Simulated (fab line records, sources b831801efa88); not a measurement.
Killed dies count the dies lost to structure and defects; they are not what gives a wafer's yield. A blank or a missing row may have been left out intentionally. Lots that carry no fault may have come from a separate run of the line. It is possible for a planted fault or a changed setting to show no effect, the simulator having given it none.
fab line records | flow sky130
record: lots: 11 | wafers: 33 | last_day: 50
route steps=708 shown VIA1@461 METAL2@487 PAD_OPEN@708
lots with no fault: from the same line, run without faults
start_h: the number of hours between the record's first day and the start of the first shown wafer of the lot | wait_h: how many hours have passed since the lot's step before this one | " identical to the entry in the row above | L1.1+2: a single row standing in for several wafers | - either no value or no given start | * or withheld: withheld | < > ~ a bound
route shown NAME@n: NAME is a module with steps in the file, n the number in the route of the first one | usual: average and standard deviation across the fault-free wafers | same: alike in all rows | chamber/n: place in a boat | sites: each site's reading | _std_site: the standard deviation of these | _edge_site: mean of outer sites minus mean of inner sites | radius_mm: how far each site lies from the wafer's centre | mask NAME#n: copy n | behind: the tool/chamber that last shaped the wafer | hold: cause of the lot's hold/its duration in hours/its outcome | device: transistor that didn't switch, given as n, p or np | end of line: tests of these same wafers at the route's end | a step with no rows: only its recipe | killed: dies that structure and defects cost at the first sort, which is not the same as the wafer's yield | map: a wafer's dies, x killed, . not, _ none there
set.NAME: the setting as run; set.NAME@STEP: as run at that earlier step | model.NAME: the simulator's own value behind a step, which no gauge read
a sample of lots followed through the steps of the route, with each step as a table and each wafer as a row
services: from which hour (start_h, from the record's first day; less than 0 if before it) a tool's chamber was out of use, for how many hours, and why
== steps ==
step: SKY_VIA1_BOW_MEAS_03
recipe: mode: bow
usual: VIA1_BOW: 81/6.3
lot.wafer | tool          | chamber | start_h | wait_h | VIA1_BOW[um]
L150.2    | film_metro-01 | -       | 777.38  | 0.3    | 77
L150.3    | "             | -       | "       | "      | 73
L150.4    | "             | -       | "       | "      | 81
L149.4    | film_metro-02 | -       | 778.57  | 0.2    | 79
L149.5    | "             | -       | "       | "      | 76
L149.6    | "             | -       | "       | "      | 78
L152.3    | film_metro-02 | -       | 802.16  | 0.3    | 78
L152.4    | "             | -       | "       | "      | 68
L152.5    | "             | -       | "       | "      | 91
L153.3    | film_metro-02 | -       | 802.89  | 0.2    | 86
L153.4    | "             | -       | "       | "      | 85
L153.5    | "             | -       | "       | "      | 80
L156.3    | film_metro-03 | -       | 829.34  | 0.1    | 82
L156.4    | "             | -       | "       | "      | 81
L156.6    | "             | -       | "       | "      | 79
L158.1    | film_metro-03 | -       | 839.33  | 0.1    | 90
L158.3    | "             | -       | "       | "      | 75
L158.6    | "             | -       | "       | "      | 81
L165.1    | film_metro-02 | -       | 921.62  | 0.2    | 75
L165.3    | "             | -       | "       | "      | 79
L165.5    | "             | -       | "       | "      | 89
L168.3    | film_metro-03 | -       | 921.99  | 0.1    | 84
L168.5    | "             | -       | "       | "      | 80
L168.6    | "             | -       | "       | "      | 85
L167.1    | film_metro-01 | -       | 923.44  | 0.1    | 86
L167.3    | "             | -       | "       | "      | 81
L167.5    | "             | -       | "       | "      | 77
L169.2    | film_metro-03 | -       | 929.16  | 0.2    | 78
L169.4    | "             | -       | "       | "      | 73
L169.6    | "             | -       | "       | "      | 70
L171.1    | film_metro-02 | -       | 933.40  | 0.1    | 88
L171.4    | "             | -       | "       | "      | 77
L171.5    | "             | -       | "       | "      | 78
step: SKY_VIA1_CVD_21
recipe: material: W | target_thk_nm: 270 | time_s: 80.902 | temp_c: 400 | pressure_torr: 40
usual: chamber_pressure_Torr: 40.00/0.077 | heater_power_w: 928/86
lot.wafer | tool     | chamber | start_h | wait_h | chamber_pressure_Torr | heater_power_w
L150.2    | cvd_w-01 | 1       | 804.73  | 0.0    | 39.96                 | 1083
L150.3    | "        | 1       | "       | "      | 39.98                 | 1085
L150.4    | "        | 0       | "       | "      | 39.99                 | 991
L149.4    | cvd_w-02 | 0       | 805.11  | 0.1    | 40.01                 | 810
L149.5    | "        | 0       | "       | "      | 39.90                 | 780
L149.6    | "        | 1       | "       | "      | 40.02                 | 926
L152.3    | cvd_w-02 | 0       | 829.84  | 0.1    | 40.00                 | 798
L152.4    | "        | 1       | "       | "      | 39.99                 | 959
L152.5    | "        | 1       | "       | "      | 40.06                 | 932
L153.3    | cvd_w-01 | 0       | 830.49  | 0.1    | 39.94                 | 996
L153.4    | "        | 1       | "       | "      | 40.06                 | 1061
L153.5    | "        | 1       | "       | "      | 40.06                 | 1077
L156.3    | cvd_w-01 | 0       | 856.49  | 0.1    | 39.97                 | 976
L156.4    | "        | 1       | "       | "      | 39.95                 | 1072
L156.6    | "        | 0       | "       | "      | 39.98                 | 967
L158.1    | cvd_w-01 | 1       | 866.01  | 0.0    | 39.95                 | 1098
L158.3    | "        | 0       | "       | "      | 39.95                 | 1009
L158.6    | "        | 0       | "       | "      | 40.04                 | 978
L165.1    | cvd_w-02 | 1       | 947.12  | 0.0    | 39.97                 | 928
L165.3    | "        | 1       | "       | "      | 40.03                 | 944
L165.5    | "        | 0       | "       | "      | 40.01                 | 817
L168.3    | cvd_w-01 | 0       | 948.11  | 0.1    | 40.07                 | 919
L168.5    | "        | 1       | "       | "      | 39.84                 | 957
L168.6    | "        | 0       | "       | "      | 40.16                 | 927
L167.1    | cvd_w-01 | 1       | 949.37  | 0.0    | 40.03                 | 962
L167.3    | "        | 0       | "       | "      | 40.10                 | 942
L167.5    | "        | 1       | "       | "      | 40.07                 | 969
L169.2    | cvd_w-02 | 0       | 954.68  | 0.0    | 40.10                 | 808
L169.4    | "        | 0       | "       | "      | 40.07                 | 805
L169.6    | "        | 1       | "       | "      | 40.10                 | 931
L171.1    | cvd_w-01 | 0       | 959.32  | 0.0    | 40.01                 | 919
L171.4    | "        | 0       | "       | "      | 39.99                 | 930
L171.5    | "        | 1       | "       | "      | 40.00                 | 976
step: SKY_VIA1_RS_MEAS_22
recipe: thk_meas_gauge: four-point-probe | reads: W_of_VIA1_CVD_21+TiN_of_VIA1_SPUTTER_20
usual: VIA1_W_RS: 0.426/0.0036
lot.wafer | tool          | chamber | start_h | wait_h | hold                     | VIA1_W_RS[ohm/sq]
L150.2    | film_metro-02 | -       | 804.85  | 0.1    | -                        | 0.422
L150.3    | "             | -       | "       | "      | -                        | 0.421
L150.4    | "             | -       | "       | "      | -                        | 0.426
L149.4    | film_metro-01 | -       | 805.24  | 0.1    | -                        | 0.427
L149.5    | "             | -       | "       | "      | -                        | 0.430
L149.6    | "             | -       | "       | "      | -                        | 0.425
L152.3    | film_metro-02 | -       | 829.94  | 0.1    | -                        | 0.426
L152.4    | "             | -       | "       | "      | -                        | 0.427
L152.5    | "             | -       | "       | "      | -                        | 0.428
L153.3    | film_metro-01 | -       | 830.59  | 0.1    | -                        | 0.432
L153.4    | "             | -       | "       | "      | -                        | 0.427
L153.5    | "             | -       | "       | "      | -                        | 0.427
L156.3    | film_metro-02 | -       | 856.59  | 0.1    | await_dispo/0.2h/release | 0.456
L156.4    | "             | -       | "       | "      | await_dispo/0.2h/release | 0.428
L156.6    | "             | -       | "       | "      | await_dispo/0.2h/release | 0.445
L156.3    | film_metro-02 | -       | 856.88  | 0.3    | -                        | 0.455
L156.4    | "             | -       | "       | "      | -                        | 0.429
L156.6    | "             | -       | "       | "      | -                        | 0.445
L158.1    | film_metro-02 | -       | 866.10  | 0.1    | await_dispo/0.2h/release | 0.431
L158.3    | "             | -       | "       | "      | await_dispo/0.2h/release | 0.450
L158.6    | "             | -       | "       | "      | await_dispo/0.2h/release | 0.453
L158.1    | film_metro-02 | -       | 866.39  | 0.3    | -                        | 0.431
L158.3    | "             | -       | "       | "      | -                        | 0.450
L158.6    | "             | -       | "       | "      | -                        | 0.453
L165.1    | film_metro-02 | -       | 947.21  | 0.1    | -                        | 0.421
L165.3    | "             | -       | "       | "      | -                        | 0.424
L165.5    | "             | -       | "       | "      | -                        | 0.417
L168.3    | film_metro-03 | -       | 948.21  | 0.1    | -                        | 0.436
L168.5    | "             | -       | "       | "      | -                        | 0.428
L168.6    | "             | -       | "       | "      | -                        | 0.429
L167.1    | film_metro-02 | -       | 949.46  | 0.1    | -                        | 0.423
L167.3    | "             | -       | "       | "      | -                        | 0.427
L167.5    | "             | -       | "       | "      | -                        | 0.423
L169.2    | film_metro-01 | -       | 954.80  | 0.1    | -                        | 0.428
L169.4    | "             | -       | "       | "      | -                        | 0.431
L169.6    | "             | -       | "       | "      | -                        | 0.429
L171.1    | film_metro-02 | -       | 959.41  | 0.1    | -                        | 0.429
L171.4    | "             | -       | "       | "      | -                        | 0.424
L171.5    | "             | -       | "       | "      | -                        | 0.420
step: SKY_VIA1_THK_MEAS_23
recipe: thk_meas_gauge: xrf | reads: W_of_VIA1_CVD_21
usual: VIA1_W_THK: 267.2/2.7
lot.wafer | tool          | chamber | start_h | wait_h | hold                     | VIA1_W_THK[nm]
L150.2    | film_metro-02 | -       | 804.96  | 0.1    | -                        | 270.7
L150.3    | "             | -       | "       | "      | -                        | 269.9
L150.4    | "             | -       | "       | "      | -                        | 268.3
L149.4    | film_metro-01 | -       | 805.33  | 0.1    | -                        | 269.3
L149.5    | "             | -       | "       | "      | -                        | 263.6
L149.6    | "             | -       | "       | "      | -                        | 267.5
L152.3    | film_metro-02 | -       | 830.04  | 0.1    | -                        | 263.8
L152.4    | "             | -       | "       | "      | -                        | 262.8
L152.5    | "             | -       | "       | "      | -                        | 262.6
L153.3    | film_metro-01 | -       | 830.69  | 0.1    | -                        | 264.7
L153.4    | "             | -       | "       | "      | -                        | 268.5
L153.5    | "             | -       | "       | "      | -                        | 268.7
L156.3    | film_metro-02 | -       | 858.93  | 2.0    | await_dispo/0.2h/release | 249.9
L156.4    | "             | -       | "       | "      | await_dispo/0.2h/release | 264.3
L156.6    | "             | -       | "       | "      | await_dispo/0.2h/release | 255.1
L156.3    | film_metro-02 | -       | 859.16  | 0.2    | -                        | 248.9
L156.4    | "             | -       | "       | "      | -                        | 264.2
L156.6    | "             | -       | "       | "      | -                        | 254.5
L158.1    | film_metro-02 | -       | 867.75  | 1.3    | await_dispo/0.2h/release | 265.1
L158.3    | "             | -       | "       | "      | await_dispo/0.2h/release | 251.8
L158.6    | "             | -       | "       | "      | await_dispo/0.2h/release | 252.4
L158.1    | film_metro-02 | -       | 867.98  | 0.2    | -                        | 264.7
L158.3    | "             | -       | "       | "      | -                        | 254.6
L158.6    | "             | -       | "       | "      | -                        | 251.7
L165.1    | film_metro-02 | -       | 947.33  | 0.1    | -                        | 272.1
L165.3    | "             | -       | "       | "      | -                        | 271.1
L165.5    | "             | -       | "       | "      | -                        | 273.7
L168.3    | film_metro-03 | -       | 948.31  | 0.1    | -                        | 261.7
L168.5    | "             | -       | "       | "      | -                        | 266.3
L168.6    | "             | -       | "       | "      | -                        | 265.4
L167.1    | film_metro-02 | -       | 949.58  | 0.1    | -                        | 270.7
L167.3    | "             | -       | "       | "      | -                        | 267.2
L167.5    | "             | -       | "       | "      | -                        | 270.1
L169.2    | film_metro-01 | -       | 954.91  | 0.1    | -                        | 267.3
L169.4    | "             | -       | "       | "      | -                        | 264.8
L169.6    | "             | -       | "       | "      | -                        | 265.6
L171.1    | film_metro-02 | -       | 959.53  | 0.1    | -                        | 267.5
L171.4    | "             | -       | "       | "      | -                        | 269.2
L171.5    | "             | -       | "       | "      | -                        | 271.2
step: SKY_METAL2_SPUTTER_04
recipe: material: TiN | target_thk_nm: 70 | power_w: 6500 | time_s: 58.3 | chamber_pressure_pa: 0.4
usual: throttle_valve_pct: 30.1/1.6
lot.wafer | tool           | chamber | start_h | wait_h | throttle_valve_pct
L150.2    | pvd_sputter-03 | -       | 805.40  | 0.0    | 31.0
L150.3    | "              | -       | "       | "      | 29.9
L150.4    | "              | -       | "       | "      | 28.5
L149.4    | pvd_sputter-04 | -       | 805.75  | 0.0    | 28.1
L149.5    | "              | -       | "       | "      | 30.7
L149.6    | "              | -       | "       | "      | 32.0
L152.3    | pvd_sputter-03 | -       | 830.52  | 0.0    | 28.3
L152.4    | "              | -       | "       | "      | 28.4
L152.5    | "              | -       | "       | "      | 29.7
L153.3    | pvd_sputter-01 | -       | 831.12  | 0.0    | 29.0
L153.4    | "              | -       | "       | "      | 28.5
L153.5    | "              | -       | "       | "      | 29.2
L156.3    | pvd_sputter-01 | -       | 865.52  | 0.0    | 28.4
L156.4    | "              | -       | "       | "      | 31.3
L156.6    | "              | -       | "       | "      | 29.1
L158.1    | pvd_sputter-01 | -       | 873.02  | 0.0    | 31.2
L158.3    | "              | -       | "       | "      | 29.2
L158.6    | "              | -       | "       | "      | 28.6
L165.1    | pvd_sputter-04 | -       | 947.78  | 0.0    | 32.5
L165.3    | "              | -       | "       | "      | 31.7
L165.5    | "              | -       | "       | "      | 32.4
L168.3    | pvd_sputter-03 | -       | 948.74  | 0.0    | 31.0
L168.5    | "              | -       | "       | "      | 29.7
L168.6    | "              | -       | "       | "      | 30.9
L167.1    | pvd_sputter-04 | -       | 950.03  | 0.0    | 31.8
L167.3    | "              | -       | "       | "      | 28.5
L167.5    | "              | -       | "       | "      | 30.4
L169.2    | pvd_sputter-03 | -       | 955.35  | 0.0    | 31.0
L169.4    | "              | -       | "       | "      | 30.9
L169.6    | "              | -       | "       | "      | 32.4
L171.1    | pvd_sputter-01 | -       | 959.98  | 0.0    | 28.4
L171.4    | "              | -       | "       | "      | 31.3
L171.5    | "              | -       | "       | "      | 28.3
step: SKY_METAL2_OVL_MEAS_16
usual: METAL2_OVL: 1/5.3
lot.wafer | tool       | chamber | start_h | wait_h | METAL2_OVL[nm]
L150.2    | overlay-01 | -       | 832.34  | 0.1    | -13
L150.3    | "          | -       | "       | "      | 0
L150.4    | "          | -       | "       | "      | -13
L149.4    | overlay-02 | -       | 832.58  | 0.1    | -5
L149.5    | "          | -       | "       | "      | -3
L149.6    | "          | -       | "       | "      | -6
L152.3    | overlay-01 | -       | 856.80  | 0.1    | -2
L152.4    | "          | -       | "       | "      | 1
L152.5    | "          | -       | "       | "      | -5
L153.3    | overlay-02 | -       | 857.52  | 0.1    | 7
L153.4    | "          | -       | "       | "      | 1
L153.5    | "          | -       | "       | "      | 6
L156.3    | overlay-02 | -       | 882.87  | 0.1    | -1
L156.4    | "          | -       | "       | "      | 0
L156.6    | "          | -       | "       | "      | 5
L158.1    | overlay-01 | -       | 892.89  | 0.1    | -2
L158.3    | "          | -       | "       | "      | -1
L158.6    | "          | -       | "       | "      | -2
L165.1    | overlay-02 | -       | 972.36  | 0.1    | 9
L165.3    | "          | -       | "       | "      | 5
L165.5    | "          | -       | "       | "      | 4
L168.3    | overlay-01 | -       | 973.15  | 0.1    | -6
L168.5    | "          | -       | "       | "      | -3
L168.6    | "          | -       | "       | "      | 4
L167.1    | overlay-02 | -       | 974.71  | 0.1    | 3
L167.3    | "          | -       | "       | "      | -1
L167.5    | "          | -       | "       | "      | 4
L169.2    | overlay-02 | -       | 979.90  | 0.1    | 6
L169.4    | "          | -       | "       | "      | 6
L169.6    | "          | -       | "       | "      | 0
L171.1    | overlay-02 | -       | 984.23  | 0.1    | 3
L171.4    | "          | -       | "       | "      | -4
L171.5    | "          | -       | "       | "      | -2
step: SKY_PAD_OPEN_PROBE_99
usual: defect_limited_yield: 82.6/1.8 | killed_at_M0_to_M3: 44/6.3 | killed_at_M4_up: 2.8/1.7 | killed_at_contacts: 25/5.8 | killed_at_front_end: 14/4.4 | killed_at_other: 0.3/0.49 | killed_dies: 86/8.7 | killed_open: 48/5.8 | killed_short: 38/6 | sort_bin_3_pad_short: 0.8/0.39 | sort_bin_5_function: 10.4/1.4 | sort_bin_6_memory: 6.2/1.1 | sort_bin_8_speed: 0.00/0.017 | sort_n_pass: 406/8.7 | sort_yield_pct: 82.6/1.8
same: gross_dies: 492 | killed_at_back_side: 0 | sort_bin_4_leakage[%]: 0
lot.wafer | tool      | chamber | start_h | wait_h | defect_limited_yield[%] | killed_at_M0_to_M3 | killed_at_M4_up | killed_at_contacts | killed_at_front_end | killed_at_other | killed_dies | killed_open | killed_short | sort_bin_3_pad_short[%] | sort_bin_5_function[%] | sort_bin_6_memory[%] | sort_bin_8_speed[%] | sort_n_pass | sort_yield_pct[%]
L150.2    | prober-01 | -       | 1084.89 | 0.1    | 82.1                    | 37                 | 1               | 31                 | 19                  | 0               | 88          | 45          | 43           | 1.4                     | 9.8                    | 6.7                  | 0                   | 404         | 82.1
L150.3    | prober-01 | -       | 1084.94 | 0.2    | 81.7                    | 46                 | 2               | 27                 | 15                  | 0               | 90          | 50          | 40           | 0.6                     | 11.2                   | 6.5                  | 0                   | 402         | 81.7
L150.4    | prober-01 | -       | 1084.99 | 0.2    | 82.3                    | 38                 | 5               | 28                 | 16                  | 0               | 87          | 43          | 44           | 1.2                     | 11.2                   | 5.3                  | 0                   | 405         | 82.3
L165.1    | prober-02 | -       | 1189.69 | 0.1    | 83.1                    | 47                 | 2               | 19                 | 15                  | 0               | 83          | 46          | 37           | 0.2                     | 9.3                    | 7.3                  | 0                   | 409         | 83.1
L165.3    | prober-02 | -       | 1189.79 | 0.2    | 81.9                    | 46                 | 3               | 30                 | 10                  | 0               | 89          | 49          | 40           | 1.0                     | 11.2                   | 5.9                  | 0                   | 403         | 81.9
L165.5    | prober-02 | -       | 1189.89 | 0.2    | 83.1                    | 39                 | 3               | 24                 | 17                  | 0               | 83          | 52          | 31           | 1.0                     | 11.8                   | 4.1                  | 0                   | 409         | 83.1
killed by level:class
L150.2 CONTACT:geometric_particle:open=12 METAL2:geometric_particle:short=8 FIELD_ISO:geometric_particle:open=7 LI_CONTACT:geometric_particle:open=7 CONTACT:geometric_particle:short=6 VIA1:geometric_particle:short=6 VIA1:geometric_particle:open=6 VIA3:geometric_particle:open=5
L150.3 LI_CONTACT:geometric_particle:open=8 VIA3:geometric_particle:open=8 VIA1:geometric_particle:open=7 CONTACT:geometric_particle:open=7 VIA2:geometric_particle:open=7 CONTACT:geometric_particle:short=6 VIA3:geometric_particle:short=5 VIA1:geometric_particle:short=5
L150.4 CONTACT:geometric_particle:open=13 METAL2:geometric_particle:short=10 FIELD_ISO:geometric_particle:open=6 VIA1:geometric_particle:open=6 METAL3:geometric_particle:short=5 METAL4:geometric_particle:short=5 LI_CONTACT:geometric_particle:open=4 CONTACT:geometric_particle:short=4
L165.1 VIA1:geometric_particle:open=11 METAL1:geometric_particle:short=9 LI_CONTACT:geometric_particle:open=8 VIA3:geometric_particle:open=7 POLY_GATE:geometric_particle:short=6 VIA2:geometric_particle:open=6 LOCAL_INTERCONNECT:geometric_particle:short=4 CONTACT:geometric_particle:open=4
L165.3 CONTACT:geometric_particle:open=13 VIA1:geometric_particle:open=10 METAL2:geometric_particle:short=8 VIA2:geometric_particle:open=8 LI_CONTACT:geometric_particle:open=6 LOCAL_INTERCONNECT:geometric_particle:short=6 CONTACT:geometric_particle:short=5 VIA1:geometric_particle:short=5
L165.5 LI_CONTACT:geometric_particle:open=10 CONTACT:geometric_particle:open=8 VIA1:geometric_particle:open=7 METAL2:geometric_particle:short=6 FIELD_ISO:geometric_particle:open=5 VIA1:geometric_particle:short=5 VIA2:geometric_particle:open=5 VIA3:geometric_particle:open=5
== services ==
tool           | chamber | start_h | hours | kind
pvd_sputter-01 | 1       | 782.28  | -     | consumable_replace:kit
pvd_sputter-01 | 1       | 782.28  | 18.0  | scheduled_down
pvd_sputter-01 | 1       | 782.28  | 18.0  | vent_cycle
pvd_sputter-01 | -       | 805.42  | 8.1   | repair
pvd_sputter-01 | -       | 806.62  | 2.3   | repair
cvd_w-01       | -       | 810.00  | 3.8   | pm
pvd_sputter-03 | 3       | 829.53  | -     | consumable_replace:kit
pvd_sputter-03 | 3       | 829.53  | 18.0  | scheduled_down
pvd_sputter-03 | 3       | 829.53  | 18.0  | vent_cycle
pvd_sputter-04 | -       | 838.53  | 7.8   | repair
pvd_sputter-03 | -       | 854.45  | 6.5   | repair
cvd_w-01       | -       | 904.00  | 14.0  | pm
cvd_w-01       | 0       | 904.00  | 14.0  | vent_cycle
cvd_w-01       | 1       | 904.00  | 14.0  | vent_cycle
cvd_w-01       | 0       | 918.00  | -     | clean
cvd_w-01       | 1       | 918.00  | -     | clean
pvd_sputter-01 | -       | 950.32  | 3.3   | repair
pvd_sputter-03 | 2       | 954.03  | -     | consumable_replace:kit
pvd_sputter-03 | 2       | 954.03  | 18.0  | scheduled_down
pvd_sputter-03 | 2       | 954.03  | 18.0  | vent_cycle
== key ==
first_sign: step: SKY_VIA1_RS_MEAS_22 | reading: visit | direction: added
effect: step: SKY_VIA1_RS_MEAS_22 | reading: VIA1_W_RS | direction: up | sigmas: 7.1 | usual: 0.426 | struck: 0.451
effect: step: SKY_VIA1_THK_MEAS_23 | reading: visit | direction: added
effect: step: SKY_VIA1_THK_MEAS_23 | reading: VIA1_W_THK | direction: down | sigmas: 5.5 | usual: 267.2 | struck: 252.3
met_at SKY_VIA1_CVD_21
struck_lots L156,L158
struck_wafers L156.3,L156.6,L158.3,L158.6
not_acting_at SKY_VIA1_BOW_MEAS_03,SKY_METAL2_SPUTTER_04,SKY_METAL2_OVL_MEAS_16
onset_between 830.49 856.49
fault: kind: process_parameter_drift | tool: cvd_w-01 | chamber: 0 | onset_h: 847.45 | steps: SKY_VIA1_CVD_21 | channel: target_thk_nm | offset: -14.834 | shape: step | end_h: 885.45 | acts_in: these_recipes_only | stated: 270
